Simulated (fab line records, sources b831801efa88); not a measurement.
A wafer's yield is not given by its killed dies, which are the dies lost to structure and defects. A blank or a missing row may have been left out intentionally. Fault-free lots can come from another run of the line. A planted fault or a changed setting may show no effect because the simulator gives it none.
Matching of chambers ; flow sfqLine ; cmp-01 running SFQ_TRILAYER_I7_CMP_CMP_184: 4 sister chambers
The step polishes SiO2. 4 wafers are shown with their chamber, then 7 later ones without.

## EACH WAFER AND ITS CHAMBER
wafer;chamber;retainingRingPressureFrac
L839.6;0;0.990
L848.3;3;0.997
L849.4;2;0.997
L849.5;1;0.999

## WAFERS WITH NO CHAMBER GIVEN
wafer;retainingRingPressureFrac
L849.6;0.996
L851.2;1.006
L851.3;1.010
L851.5;0.998
L854.4;1.002
L854.5;0.995
L854.6;0.998

## EACH ONE'S CHAMBER
wafer;from the rows above;in truth
L849.6;can't be placed: 2 or 3 or 1 or 0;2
L851.2;can't be placed: 1 or 2 or 3 or 0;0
L851.3;can't be placed: 1 or 2 or 3 or 0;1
L851.5;can't be placed: 1 or 2 or 3 or 0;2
L854.4;can't be placed: 1 or 2 or 3 or 0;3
L854.5;can't be placed: 2 or 3 or 1 or 0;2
L854.6;can't be placed: 1 or 2 or 3 or 0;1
Correct placement for 0 of the 7. Unplaceable from these rows: 7, with the true chamber sitting among the candidates in 7. Number placed wrongly: 0.
How it was worked out, from the rows above alone: a wafer's distance from a chamber is the root of the sum, over the readings, of the square of ((its reading less the chamber's mean) divided by the reading's scatter). The wafer belongs to the nearest chamber; if the next one is less than 2 further off, it can't be placed. Each chamber's mean is taken over the wafers shown for it. The scatter: with one shown wafer a chamber, the root of the mean of the squares of how far each hidden wafer lies from its nearest shown one.
